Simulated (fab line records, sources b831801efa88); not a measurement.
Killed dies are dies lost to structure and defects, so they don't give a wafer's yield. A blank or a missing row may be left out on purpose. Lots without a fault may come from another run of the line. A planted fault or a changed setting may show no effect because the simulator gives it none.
fab line records | flow gf180mcu | part 1 of 2: steps 1 to 42 of 43
record lots=5 wafers=15 last_day=34
route steps=602 shown HV_LDD@218 NSD@235 PSD@248 PASSIVATION@602
lots that met no fault: from a run of the same line without faults
start_h: hours from the record's first day to the start of the lot's first wafer shown | wait_h: hours since the lot's step before | " the same as in the row above | L1.1+2: a row that stands for several wafers | - no value, or no start given | * or withheld: withheld | < > ~ a bound
route shown NAME@n: a module of which the file shows steps, and the number in the route of the first | usual: mean/standard deviation of fault-free wafers | same: alike in all rows | chamber/n: place in a boat | sites: the reading at each site | _std_site: their standard deviation | _edge_site: outer sites' mean less inner sites' | radius_mm: how far each site lies from the wafer's centre | mask NAME#n: copy n | behind: the tool/chamber that last shaped the wafer | hold: why the lot was held/for how many hours/how that ended | device: the transistor (n, p or np) that didn't switch | end of line: the same wafers' tests at the end of the route | a step without rows: its recipe alone | killed: dies lost to structure and defects at the first sort, not the wafer's yield | map: a wafer's dies, x killed, . not, _ none there
set.NAME: the setting as run; set.NAME@STEP: as run at that earlier step | model.NAME: the simulator's own value behind a step, which no gauge read
lots at some steps of the route; a table a step, a row a wafer
services: from which hour (start_h, from the record's first day; less than 0 if before it) a tool's chamber was out of use, for how many hours, and why
## steps
# step GF_HV_LDD_SOFTBAKE_42
# recipe temp_c=90 time_s=60 resist=NOVOLAK
# step GF_HV_LDD_EXPOSE_43
# recipe mask_id=Pplus_HV_AREA target_cd_nm=400 na=0.6 source_shape=conventional sigma_outer=0.6 dose_mj=140
# step GF_HV_LDD_PEB_44
# recipe temp_c=withheld time_s=* resist=NOVOLAK
# step GF_HV_LDD_DEVELOP_45
# recipe develop_time_s=60 dev_temp_c=23
# step GF_HV_LDD_CD_MEAS_46
# recipe target_cd_nm=400
# usual cd_nm=399.9/2
# columns lot.wafer tool chamber start_h wait_h cd_nm
L560.2 cd_sem-01 - 340.41 0.1 397.1
L560.4 " - " " 398.4
L560.6 " - " " 395.8
L561.1 cd_sem-01 - 347.18 0.1 395.9
L561.2 " - " " 398.1
L561.6 " - " " 398.3
L562.2 cd_sem-02 - 355.56 0.1 402.2
L562.3 " - " " 399.6
L562.4 " - " " 399.8
L568.2 cd_sem-02 - 434.10 0.1 403.0
L568.4 " - " " 401.7
L568.6 " - " " 398.7
L574.1 cd_sem-01 - 446.52 0.2 398.1
L574.5 " - " " 399.4
L574.6 " - " " 399.5
# step GF_HV_LDD_OVL_MEAS_47
# usual HV_LDD_03_OVL=0.4/1.6
# columns lot.wafer tool chamber start_h wait_h HV_LDD_03_OVL[nm]
L560.2 overlay-02 - 340.51 0.1 0.4
L560.4 " - " " 0.9
L560.6 " - " " 1.9
L561.1 overlay-01 - 347.30 0.1 0.6
L561.2 " - " " -1.3
L561.6 " - " " -0.1
L562.2 overlay-01 - 355.66 0.1 -2.2
L562.3 " - " " -1.2
L562.4 " - " " -0.1
L568.2 overlay-01 - 434.21 0.1 3.7
L568.4 " - " " 5.0
L568.6 " - " " 4.7
L574.1 overlay-01 - 446.64 0.1 0.0
L574.5 " - " " 0.2
L574.6 " - " " 2.4
# step GF_HV_LDD_IMPLANT_48
# recipe species=B energy_kev=25 dose_cm2=3e+13 tilt_deg=7
# step GF_HV_LDD_STRIP_49
# recipe chemistry=O2/N2 power_w=1400 pressure_mtorr=1500 platen_temp_c=250 o2_flow_sccm=3000 n2_flow_sccm=300 overash_fraction=0.5
# usual drypump_motor_current_A=5.5/0.39 heater_power_w=322/27 oes_product_au=0.716/0.0042 strip_time_to_endpoint_s=12.63/0.034
# columns lot.wafer tool chamber start_h wait_h drypump_motor_current_A heater_power_w oes_product_au rf_hours_counter_h strip_time_to_endpoint_s
L560.2 plasma_asher-02 0 340.69 0.1 4.9 295 0.711 63 12.68
L560.4 " 0 " " 4.9 289 0.725 - 12.68
L560.6 " 1 " " 6.1 308 0.716 - 12.69
L561.1 plasma_asher-01 0 347.49 0.1 5.3 311 0.709 60 12.60
L561.2 " 1 " " 5.7 368 0.720 60 12.59
L561.6 " 1 " " 5.7 362 0.717 - 12.64
L562.2 plasma_asher-01 1 355.84 0.1 5.6 362 0.722 61 12.67
L562.3 " 0 " " 5.3 321 0.720 - 12.67
L562.4 " 1 " " 5.6 360 0.715 - 12.66
L568.2 plasma_asher-02 0 434.39 0.1 4.9 285 0.715 69 12.63
L568.4 " 1 " " 6.1 313 0.721 - 12.65
L568.6 " 1 " " 6.0 306 0.718 - 12.65
L574.1 plasma_asher-01 1 446.83 0.1 5.7 366 0.716 70 12.62
L574.5 " 0 " " 5.3 324 0.727 - 12.68
L574.6 " 1 " " 5.7 361 0.706 - 12.64
# step GF_HV_LDD_TW_MEAS_50
# usual HV_LDD_4_TW=573/5.3
# columns lot.wafer tool chamber start_h wait_h HV_LDD_4_TW
L560.2 film_metro-02 - 340.80 0.1 571
L560.4 " - " " 572
L560.6 " - " " 569
L561.1 film_metro-04 - 347.59 0.1 571
L561.2 " - " " 573
L561.6 " - " " 574
L562.2 film_metro-04 - 355.95 0.1 572
L562.3 " - " " 572
L562.4 " - " " 571
L568.2 film_metro-01 - 434.50 0.1 581
L568.4 " - " " 581
L568.6 " - " " 581
L574.1 film_metro-01 - 446.93 0.1 580
L574.5 " - " " 581
L574.6 " - " " 577
# step GF_HV_LDD_CLEAN_51
# recipe chemistry=SC1/SC2 mix=1:4:20 temp_c=70 time_s=150 dry=n2_spin
# step GF_HV_LDD_RTA_52
# recipe temp_c=1000 time_s=10 ambient=N2
# usual lamp_power_pct=32/4.1 wafer_temp_C_max=1003.4/0.7
# columns lot.wafer tool chamber start_h wait_h lamp_power_pct wafer_temp_C_max
L560.2 rtp_anneal-02 0 340.91 0.0 29 1004.5
L560.4 " 0 " " 29 1003.8
L560.6 " 0 " " 29 1004.4
L561.1 rtp_anneal-02 0 347.70 0.0 29 1004.4
L561.2 " 0 " " 29 1005.2
L561.6 " 0 " " 29 1004.0
L562.2 rtp_anneal-01 0 356.06 0.0 37 1002.9
L562.3 " 0 " " 37 1004.1
L562.4 " 0 " " 37 1002.3
L568.2 rtp_anneal-02 0 434.61 0.0 29 1002.5
L568.4 " 0 " " 29 1002.9
L568.6 " 0 " " 29 1003.9
L574.1 rtp_anneal-01 0 447.04 0.0 37 1003.9
L574.5 " 0 " " 37 1003.0
L574.6 " 0 " " 37 1004.5
# step GF_HV_LDD_RS_MEAS_53
# recipe thk_meas_gauge=four-point-probe
# usual HV_LDD_RS=417.8/0.94
# columns lot.wafer tool chamber start_h wait_h HV_LDD_RS[ohm/sq]
L560.2 film_metro-01 - 340.99 0.1 418.5
L560.4 " - " " 417.5
L560.6 " - " " 417.8
L561.1 film_metro-02 - 347.77 0.1 418.2
L561.2 " - " " 418.0
L561.6 " - " " 418.1
L562.2 film_metro-04 - 356.14 0.1 418.2
L562.3 " - " " 418.9
L562.4 " - " " 418.7
L568.2 film_metro-02 - 434.69 0.1 418.3
L568.4 " - " " 418.0
L568.6 " - " " 418.7
L574.1 film_metro-02 - 447.10 0.1 418.8
L574.5 " - " " 417.9
L574.6 " - " " 418.4
# step GF_HV_LDD_CVD_54
# recipe material=SiO2 target_thk_nm=10 precursor=TEOS temp_c=680 time_s=75 pressure_mtorr=400
# usual spike_tc_bottom_C=702.6/2.3 spike_tc_centre_C=680.9/1.1 spike_tc_lower_C=679.9/1.6 spike_tc_top_C=698.3/1.5 spike_tc_upper_C=679.1/1.5 susceptor_temp_C=679.9/0.31
# columns lot.wafer tool chamber start_h wait_h spike_tc_bottom_C spike_tc_centre_C spike_tc_lower_C spike_tc_top_C spike_tc_upper_C susceptor_temp_C model.SiO2_of_HV_LDD_CVD_54.thk_nm
L560.2 lpcvd-02 0 341.09 0.1 705.4 682.8 681.4 697.7 680.8 680.0 9.901
L560.4 " 0 " " 706.0 681.5 681.8 698.2 679.3 680.0 9.849
L560.6 " 0 " " 706.2 681.7 682.3 697.6 678.9 679.8 9.951
L561.1 lpcvd-02 1 347.89 0.1 700.4 682.0 678.3 699.3 677.1 680.2 10.16
L561.2 " 1 " " 701.7 683.4 678.9 699.4 676.1 679.6 10.06
L561.6 " 1 " " 701.5 682.0 679.0 700.4 677.6 679.9 10
L562.2 lpcvd-01 0 356.24 0.1 699.2 681.0 679.2 695.4 678.3 680.0 9.708
L562.3 " 0 " " 699.4 679.8 680.7 696.9 677.5 680.4 9.749
L562.4 " 0 " " 700.5 679.6 679.7 696.3 678.7 680.1 9.755
L568.2 lpcvd-02 1 435.28 0.6 674.6 653.8 651.6 674.4 650.2 653.4 5.076
L568.4 " 1 " " 675.4 656.1 652.0 673.8 651.1 653.2 5.134
L568.6 " 1 " " 673.2 654.9 652.4 673.2 649.9 653.0 5.153
L574.1 lpcvd-01 1 447.22 0.1 703.9 682.3 678.4 699.3 679.6 679.6 9.703
L574.5 " 1 " " 704.7 680.1 680.0 699.0 680.0 679.6 9.748
L574.6 " 1 " " 704.1 678.6 680.7 698.4 681.0 680.1 9.735
# step GF_HV_LDD_THK_MEAS_55
# recipe reads=SiO2_of_HV_LDD_CVD_54
# usual HV_LDD_CVD_54_THK=10.00/0.13
# columns lot.wafer tool chamber start_h wait_h hold HV_LDD_CVD_54_THK[nm]
L560.2 film_metro-04 - 342.12 0.0 - 9.88
L560.4 " - " " - 9.82
L560.6 " - " " - 9.92
L561.1 film_metro-01 - 348.91 0.0 - 10.17
L561.2 " - " " - 10.05
L561.6 " - " " - 10.01
L562.2 film_metro-02 - 357.27 0.0 - 9.68
L562.3 " - " " - 9.68
L562.4 " - " " - 9.81
L568.2 film_metro-04 - 436.31 0.0 await_dispo/0.2h/release 5.09
L568.4 " - " " await_dispo/0.2h/release 5.15
L568.6 " - " " await_dispo/0.2h/release 5.18
L568.2 film_metro-04 - 436.66 0.3 - 5.07
L568.4 " - " " - 5.17
L568.6 " - " " - 5.20
L574.1 film_metro-02 - 448.24 0.0 - 9.69
L574.5 " - " " - 9.73
L574.6 " - " " - 9.73
# step GF_HV_LDD_THK_MEAS_57
# recipe reads=Si3N4_of_HV_LDD_CVD_56
# usual HV_LDD_CVD_56_THK=90.1/0.69
# columns lot.wafer tool chamber start_h wait_h HV_LDD_CVD_56_THK[nm]
L560.2 film_metro-02 - 344.88 0.0 88.1
L560.4 " - " " 89.1
L560.6 " - " " 88.5
L561.1 film_metro-01 - 350.40 0.0 90.1
L561.2 " - " " 89.8
L561.6 " - " " 89.1
L562.2 film_metro-02 - 358.76 0.0 90.7
L562.3 " - " " 91.2
L562.4 " - " " 90.2
L568.2 film_metro-01 - 442.05 0.0 90.5
L568.4 " - " " 89.9
L568.6 " - " " 90.3
L574.1 film_metro-02 - 449.73 0.0 89.6
L574.5 " - " " 89.6
L574.6 " - " " 89.7
# step GF_HV_LDD_ETCHBACK_58
# recipe chemistry=CH3F/O2 target=Si3N4 stop_on=SiO2 source_w=400 bias_w=80 pressure_mtorr=25 ch3f_flow_sccm=40 O2_flow_sccm=30 time_s=100 target_depth_a=900
# usual drypump_motor_current_A=5.7/0.47 oes_product_au=0.843/0.0057 throttle_valve_pct=10.561/0.0094
# columns lot.wafer tool chamber start_h wait_h drypump_motor_current_A oes_product_au rf_hours_counter_h throttle_valve_pct
L560.2 rie_diel-02 1 344.93 0.0 5.3 0.844 12 10.567
L560.4 " 2 " " 5.9 0.838 11 10.567
L560.6 " 1 " " 5.3 0.836 - 10.572
L561.1 rie_diel-02 2 350.46 0.1 5.9 0.839 12 10.551
L561.2 " 1 " " 5.3 0.851 12 10.554
L561.6 " 0 " " 5.8 0.838 - 10.541
L562.2 rie_diel-03 1 358.81 0.0 6.3 0.850 28 10.572
L562.3 " 0 " " 5.3 0.850 35 10.548
L562.4 " 3 " " 5.3 0.844 7 10.562
L568.2 rie_diel-04 2 442.10 0.0 6.5 0.843 27 10.570
L568.4 " 3 " " 5.9 0.842 94 10.550
L568.6 " 1 " " 5.3 0.850 - 10.543
L574.1 rie_diel-02 2 449.79 0.1 5.9 0.838 14 10.566
L574.5 " 2 " " 5.9 0.841 - 10.568
L574.6 " 1 " " 5.4 0.837 - 10.554
# step GF_NSD_DEHYDRATE_00
# recipe temp_c=200 time_s=60
# step GF_NSD_HMDS_01
# recipe prime_time_s=60 prime_temp_c=120
# step GF_NSD_COAT_02
# recipe resist=NOVOLAK spin_rpm=3000 resist_thk_nm=1000
# step GF_NSD_SOFTBAKE_03
# recipe temp_c=90 time_s=60 resist=NOVOLAK
# step GF_NSD_EXPOSE_04
# recipe mask_id=Nplus target_cd_nm=400 na=0.6 source_shape=conventional sigma_outer=0.6 dose_mj=140
# step GF_NSD_PEB_05
# recipe temp_c=withheld time_s=* resist=NOVOLAK
# step GF_NSD_DEVELOP_06
# recipe develop_time_s=60 dev_temp_c=23
# step GF_NSD_CD_MEAS_07
# recipe target_cd_nm=400
# usual cd_nm=400.1/2.6
# columns lot.wafer tool chamber start_h wait_h cd_nm
L560.2 cd_sem-02 - 367.14 0.1 404.3
L560.4 " - " " 403.4
L560.6 " - " " 404.2
L561.1 cd_sem-02 - 372.32 0.1 399.1
L561.2 " - " " 398.7
L561.6 " - " " 400.4
L562.2 cd_sem-02 - 380.69 0.1 400.1
L562.3 " - " " 400.7
L562.4 " - " " 399.0
L568.2 cd_sem-01 - 461.74 0.1 400.9
L568.4 " - " " 401.8
L568.6 " - " " 401.2
L574.1 cd_sem-01 - 472.97 0.1 401.6
L574.5 " - " " 402.0
L574.6 " - " " 400.5
# step GF_NSD_OVL_MEAS_08
# usual NSD_OVL=-0.1/1.4
# columns lot.wafer tool chamber start_h wait_h NSD_OVL[nm]
L560.2 overlay-01 - 367.24 0.1 -2.7
L560.4 " - " " 0.9
L560.6 " - " " -0.3
L561.1 overlay-01 - 372.44 0.1 1.5
L561.2 " - " " 0.9
L561.6 " - " " 1.7
L562.2 overlay-01 - 380.79 0.1 1.6
L562.3 " - " " 0.9
L562.4 " - " " 1.7
L568.2 overlay-02 - 461.84 0.1 -1.9
L568.4 " - " " -1.4
L568.6 " - " " -2.6
L574.1 overlay-02 - 473.09 0.1 -2.1
L574.5 " - " " -1.8
L574.6 " - " " -1.2
# step GF_NSD_IMPLANT_09
# recipe species=As energy_kev=60 dose_cm2=4e+15 tilt_deg=7
# step GF_NSD_IMPLANT_10
# recipe species=P energy_kev=40 dose_cm2=5e+14 tilt_deg=7
# step GF_NSD_STRIP_11
# recipe chemistry=O2/N2 power_w=1400 pressure_mtorr=1500 platen_temp_c=250 o2_flow_sccm=3000 n2_flow_sccm=300 overash_fraction=0.5
# usual drypump_motor_current_A=5.7/0.37 heater_power_w=335/44 oes_product_au=0.487/0.0046 strip_time_to_endpoint_s=22.95/0.037
# columns lot.wafer tool chamber start_h wait_h drypump_motor_current_A heater_power_w oes_product_au rf_hours_counter_h strip_time_to_endpoint_s
L560.2 plasma_asher-03 1 367.57 0.1 6.2 303 0.480 31 22.91
L560.4 " 0 " " 5.6 291 0.485 - 22.93
L560.6 " 1 " " 6.2 303 0.479 - 22.93
L561.1 plasma_asher-03 0 372.77 0.1 5.6 289 0.482 31 22.94
L561.2 " 1 " " 6.2 301 0.493 31 22.95
L561.6 " 1 " " 6.2 310 0.487 - 22.97
L562.2 plasma_asher-04 0 381.12 0.1 6.1 417 0.484 69 22.95
L562.3 " 0 " " 6.0 413 0.486 - 22.95
L562.4 " 1 " " 5.1 323 0.490 - 22.93
L568.2 plasma_asher-01 1 462.17 0.1 5.7 358 0.483 69 22.92
L568.4 " 1 " " 5.7 364 0.486 - 22.95
L568.6 " 1 " " 5.7 358 0.492 - 22.94
L574.1 plasma_asher-03 1 473.42 0.1 6.1 315 0.488 42 22.93
L574.5 " 1 " " 6.2 306 0.490 - 22.90
L574.6 " 0 " " 5.6 290 0.489 - 22.90
# step GF_NSD_TW_MEAS_12
# usual NSD_TW=4283/58
# columns lot.wafer tool chamber start_h wait_h NSD_TW
L560.2 film_metro-01 - 367.68 0.1 4362
L560.4 " - " " 4337
L560.6 " - " " 4344
L561.1 film_metro-01 - 372.87 0.1 4325
L561.2 " - " " 4342
L561.6 " - " " 4357
L562.2 film_metro-04 - 381.23 0.1 4273
L562.3 " - " " 4270
L562.4 " - " " 4262
L568.2 film_metro-03 - 462.28 0.1 4219
L568.4 " - " " 4212
L568.6 " - " " 4218
L574.1 film_metro-01 - 473.52 0.1 4356
L574.5 " - " " 4361
L574.6 " - " " 4323
# step GF_PSD_DEHYDRATE_00
# recipe temp_c=200 time_s=60
# step GF_PSD_HMDS_01
# recipe prime_time_s=60 prime_temp_c=120
# step GF_PSD_COAT_02
# recipe resist=NOVOLAK spin_rpm=3000 resist_thk_nm=1000
# step GF_PSD_SOFTBAKE_03
# recipe temp_c=90 time_s=60 resist=NOVOLAK
# step GF_PSD_EXPOSE_04
# recipe mask_id=Pplus target_cd_nm=400 na=0.6 source_shape=conventional sigma_outer=0.6 dose_mj=140
# step GF_PSD_PEB_05
# recipe temp_c=withheld time_s=* resist=NOVOLAK
# step GF_PSD_DEVELOP_06
# recipe develop_time_s=60 dev_temp_c=23
# step GF_PSD_CD_MEAS_07
# recipe target_cd_nm=400
# usual cd_nm=400.9/2
# columns lot.wafer tool chamber start_h wait_h cd_nm
L560.2 cd_sem-01 - 388.30 0.1 403.0
L560.4 " - " " 403.2
L560.6 " - " " 401.8
L561.1 cd_sem-02 - 394.84 0.1 399.3
L561.2 " - " " 400.0
L561.6 " - " " 398.8
L562.2 cd_sem-02 - 403.61 0.1 400.9
L562.3 " - " " 400.3
L562.4 " - " " 401.7
L568.2 cd_sem-01 - 485.46 0.1 400.4
L568.4 " - " " 398.8
L568.6 " - " " 402.1
L574.1 cd_sem-02 - 497.28 0.1 399.9
L574.5 " - " " 398.5
L574.6 " - " " 395.8
# step GF_PSD_OVL_MEAS_08
# usual PSD_OVL=0.1/1.1
# columns lot.wafer tool chamber start_h wait_h PSD_OVL[nm]
L560.2 overlay-02 - 388.41 0.1 2.0
L560.4 " - " " -0.3
L560.6 " - " " 0.7
L561.1 overlay-02 - 394.96 0.1 2.0
L561.2 " - " " 0.8
L561.6 " - " " 1.0
L562.2 overlay-02 - 403.72 0.1 0.0
L562.3 " - " " -0.6
L562.4 " - " " 1.4
L568.2 overlay-01 - 485.56 0.1 -2.4
L568.4 " - " " -0.7
L568.6 " - " " 0.1
L574.1 overlay-02 - 497.40 0.1 -0.1
L574.5 " - " " 0.6
L574.6 " - " " -0.9
# step GF_PSD_IMPLANT_09
# recipe species=BF2 energy_kev=40 dose_cm2=1.5e+15 tilt_deg=7
# step GF_PSD_STRIP_10
# recipe chemistry=O2/N2 power_w=1400 pressure_mtorr=1500 platen_temp_c=250 o2_flow_sccm=3000 n2_flow_sccm=300 overash_fraction=0.5
# usual drypump_motor_current_A=5.5/0.47 heater_power_w=326/39 oes_product_au=0.592/0.0049 strip_time_to_endpoint_s=16.50/0.035
# columns lot.wafer tool chamber start_h wait_h drypump_motor_current_A heater_power_w oes_product_au rf_hours_counter_h strip_time_to_endpoint_s
L560.2 plasma_asher-02 1 388.59 0.1 6.1 315 0.585 68 16.50
L560.4 " 1 " " 6.1 307 0.594 - 16.50
L560.6 " 1 " " 6.1 308 0.597 - 16.50
L561.1 plasma_asher-02 0 395.15 0.1 4.9 282 0.600 69 16.50
L561.2 " 1 " " 6.1 308 0.597 69 16.56
L561.6 " 1 " " 6.1 306 0.593 - 16.49
L562.2 plasma_asher-04 0 403.90 0.1 6.0 422 0.603 71 16.55
L562.3 " 1 " " 5.2 325 0.591 - 16.53
L562.4 " 0 " " 6.0 413 0.593 - 16.50
L568.2 plasma_asher-02 1 485.74 0.1 6.1 315 0.590 2 16.50
L568.4 " 0 " " 4.9 299 0.592 - 16.49
L568.6 " 1 " " 6.1 312 0.593 - 16.52
L574.1 plasma_asher-01 1 497.59 0.1 5.7 358 0.582 75 16.48
L574.5 " 0 " " 5.3 314 0.596 - 16.49
L574.6 " 1 " " 5.7 363 0.595 - 16.47
# step GF_PSD_TW_MEAS_11
# usual PSD_TW=3184/32
# columns lot.wafer tool chamber start_h wait_h PSD_TW
L560.2 film_metro-04 - 388.70 0.1 3165
L560.4 " - " " 3189
L560.6 " - " " 3182
L561.1 film_metro-04 - 395.25 0.1 3170
L561.2 " - " " 3172
L561.6 " - " " 3179
L562.2 film_metro-04 - 404.00 0.1 3181
L562.3 " - " " 3166
L562.4 " - " " 3161
L568.2 film_metro-01 - 485.85 0.1 3222
L568.4 " - " " 3210
L568.6 " - " " 3233
L574.1 film_metro-04 - 497.69 0.1 3191
L574.5 " - " " 3157
L574.6 " - " " 3181
# step GF_PSD_CLEAN_12
# recipe chemistry=SC1/SC2 mix=1:4:20 temp_c=70 time_s=150 dry=n2_spin
# columns lot.wafer tool chamber start_h wait_h model.SiO2_of_HV_LDD_CVD_54.thk_nm
L560.2 wet_bench-04 2 388.75 0.0 6.694
L560.4 " 2 " " 6.672
L560.6 " 2 " " 6.731
L561.1 wet_bench-01 1 395.31 0.1 6.987
L561.2 " 1 " " 6.838
L561.6 " 1 " " 6.802
L562.2 wet_bench-04 0 404.05 0.0 6.542
L562.3 " 0 " " 6.599
L562.4 " 0 " " 6.56
L568.2 wet_bench-01 2 485.90 0.0 1.921
L568.4 " 2 " " 1.984
L568.6 " 2 " " 1.991
L574.1 wet_bench-02 1 497.75 0.1 6.527
L574.5 " 1 " " 6.578
L574.6 " 1 " " 6.534
## key
first_sign step=GF_HV_LDD_CVD_54 reading=susceptor_temp_C direction=down sigmas=85 usual=* struck=*
effect step=GF_HV_LDD_CVD_54 reading=spike_tc_centre_C direction=down sigmas=23 usual=680.9 struck=654.9
effect step=GF_HV_LDD_THK_MEAS_55 reading=visit direction=added
effect step=GF_HV_LDD_THK_MEAS_55 reading=HV_LDD_CVD_54_THK direction=down sigmas=37 usual=10.00 struck=5.14
model_effect step=GF_HV_LDD_CVD_54 value=SiO2_of_HV_LDD_CVD_54.thk_nm without=10.04 struck=5.121
model_effect step=GF_PSD_CLEAN_12 value=SiO2_of_HV_LDD_CVD_54.thk_nm without=6.881 struck=1.965
model_effect step=GF_PASSIVATION_PROBE_99 value=etest.pplus_u.line_ohm_um without=628 struck=593.5
met_at GF_HV_LDD_CVD_54
struck_wafers L568.2,L568.4,L568.6
tester_left_out L568
onset_between 347.89 435.28
earlier_fault kind=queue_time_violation tool=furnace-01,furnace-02 chamber=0 onset_h=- steps=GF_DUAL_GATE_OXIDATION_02 delay_hr=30 scope=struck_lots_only
fault kind=process_parameter_drift tool=lpcvd-02 chamber=1 onset_h=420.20 steps=GF_HV_LDD_CVD_54 channel=temp_c offset=* shape=step end_h=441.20 acts_in=* stated=*
# tester_left_out: of these lots the tester's yield and bins aren't shown, on N5 and GAA mostly nor the transistor test; their killed dies are dies lost to structure and defects alone, not to doping, threshold or leakage, so they don't give the yield
